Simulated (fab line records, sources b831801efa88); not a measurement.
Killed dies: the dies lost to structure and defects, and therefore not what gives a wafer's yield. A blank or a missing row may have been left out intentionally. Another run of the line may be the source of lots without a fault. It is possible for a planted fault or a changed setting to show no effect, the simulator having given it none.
Shared-tool check + flow gf180mcu + 12 lots, 36 wafers sampled

## WHY THIS WAS OPENED
At GF_HV_LDD_TW_MEAS_38 the reading HV_LDD_3_TW is flagged on 2 of 12 lots. Fault-free wafers read 1438, with a standard deviation of 6.
Rule: flag the lot when none of its wafers has a number, or when each of its wafers that has one lies beyond 4 standard deviations from that mean. The rest of the lots are taken to be sound.

| lot  | measured     | on            | HV_LDD_3_TW, wafer by wafer | flag    |
|------|--------------|---------------|-----------------------------|---------|
| L764 | day 11 09:53 | film-metro-02 | 1442 1442 1440              |         |
| L766 | day 11 23:26 | film-metro-04 | 1433 1431 1428              |         |
| L767 | day 12 15:37 | film-metro-04 | 1440 1432 1444              |         |
| L768 | day 12 21:42 | film-metro-03 | 1443 1440 1442              |         |
| L770 | day 13 11:38 | film-metro-03 | 1435 1433 1430              |         |
| L772 | day 14 08:44 | film-metro-02 | 1436 1436 1437              |         |
| L773 | day 14 09:22 | film-metro-04 | 1447 1436 1442              |         |
| L783 | day 17 21:37 | film-metro-02 | 1487 1488 1490              | FLAGGED |
| L784 | day 18 05:02 | film-metro-04 | 1481 1484 1490              | FLAGGED |
| L785 | day 18 12:56 | film-metro-02 | 1440 1433 1437              |         |
| L786 | day 18 16:35 | film-metro-02 | 1445 1442 1437              |         |
| L787 | day 19 01:44 | film-metro-02 | 1436 1445 1449              |         |
Average over the flagged lots: 1487; offset from the usual +49, equal to +8 standard deviations.

## WHICH TOOL RAN EACH LOT
Before the reading, the record contains 2 process steps out of a 602-step route. Cell contents, in order: the tool; ch with the chambers the sampled wafers went through; the start.
| lot  | flag    | GF_HV_LDD_IMPLANT_34            | GF_HV_LDD_STRIP_37                   |
|------|---------|---------------------------------|--------------------------------------|
| L764 |         | implanter-03 ch 0, day 11 09:20 | plasma-asher-02 ch 0, day 11 09:47   |
| L766 |         | implanter-01 ch 0, day 11 22:53 | plasma-asher-01 ch 0,1, day 11 23:20 |
| L767 |         | implanter-03 ch 0, day 12 15:04 | plasma-asher-02 ch 0,1, day 12 15:31 |
| L768 |         | implanter-03 ch 0, day 12 21:10 | plasma-asher-02 ch 0,1, day 12 21:35 |
| L770 |         | implanter-01 ch 0, day 13 11:04 | plasma-asher-04 ch 0,1, day 13 11:31 |
| L772 |         | implanter-03 ch 0, day 14 08:13 | plasma-asher-01 ch 0,1, day 14 08:39 |
| L773 |         | implanter-01 ch 0, day 14 08:49 | plasma-asher-04 ch 0,1, day 14 09:16 |
| L783 | FLAGGED | implanter-01 ch 0, day 17 21:04 | plasma-asher-04 ch 0,1, day 17 21:31 |
| L784 | FLAGGED | implanter-01 ch 0, day 18 04:29 | plasma-asher-04 ch 0,1, day 18 04:56 |
| L785 |         | implanter-04 ch 0, day 18 12:23 | plasma-asher-02 ch 1, day 18 12:50   |
| L786 |         | implanter-03 ch 0, day 18 16:02 | plasma-asher-04 ch 0,1, day 18 16:29 |
| L787 |         | implanter-03 ch 0, day 19 01:11 | plasma-asher-01 ch 0,1, day 19 01:38 |
What is done by these steps:
- GF_HV_LDD_IMPLANT_34
- GF_HV_LDD_STRIP_37: strips in O2/N2.
- GF_HV_LDD_TW_MEAS_38

## FLAGGED OVER TOTAL, TOOL BY TOOL (the gauges that took the reading come last)
| step                 | tool            | lots run | flagged | share of the flagged lots | sound lots run after its first flagged lot |
|----------------------|-----------------|----------|---------|---------------------------|--------------------------------------------|
| GF_HV_LDD_IMPLANT_34 | implanter-01    | 5        | 2       | all                       | 0                                          |
| GF_HV_LDD_IMPLANT_34 | implanter-03    | 6        | 0       | none                      | -                                          |
| GF_HV_LDD_IMPLANT_34 | implanter-04    | 1        | 0       | none                      | -                                          |
| GF_HV_LDD_STRIP_37   | plasma-asher-01 | 3        | 0       | none                      | -                                          |
| GF_HV_LDD_STRIP_37   | plasma-asher-02 | 4        | 0       | none                      | -                                          |
| GF_HV_LDD_STRIP_37   | plasma-asher-04 | 5        | 2       | all                       | 1 (L786)                                   |
| GF_HV_LDD_TW_MEAS_38 | film-metro-02   | 6        | 1       | some                      | 3 (L785,L786,L787)                         |
| GF_HV_LDD_TW_MEAS_38 | film-metro-03   | 2        | 0       | none                      | -                                          |
| GF_HV_LDD_TW_MEAS_38 | film-metro-04   | 4        | 1       | some                      | 0                                          |

## THE TABLE: WHAT IT ALLOWS
Every flagged lot went through 2 rows of the table: implanter-01 at GF_HV_LDD_IMPLANT_34 and plasma-asher-04 at GF_HV_LDD_STRIP_37.
- implanter-01 at GF_HV_LDD_IMPLANT_34: 2 of its 5 lots flagged. It ran its last sound lot, L773, at day 14 08:49 and its first flagged lot, L783, at day 17 21:04: a fault with its onset between the two fits. Its own readings lie more than 4 standard deviations out on every wafer of the flagged lots: dose-ions-cm2, faraday-current-uA.
- plasma-asher-04 at GF_HV_LDD_STRIP_37: 2 of its 5 lots flagged. Lots that were sound ran on it after the first flagged one (L786); a persistent fault on the entire tool would not allow that.
implanter-01 at GF_HV_LDD_IMPLANT_34 is the single tool remaining.

## WHAT THE SIMULATOR HAD PUT IN
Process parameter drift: implanter-01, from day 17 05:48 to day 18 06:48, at GF_HV_LDD_IMPLANT_34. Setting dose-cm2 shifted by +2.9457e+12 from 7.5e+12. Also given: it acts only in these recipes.
Lots struck among those shown: L783, L784. Same finding as the rule above.
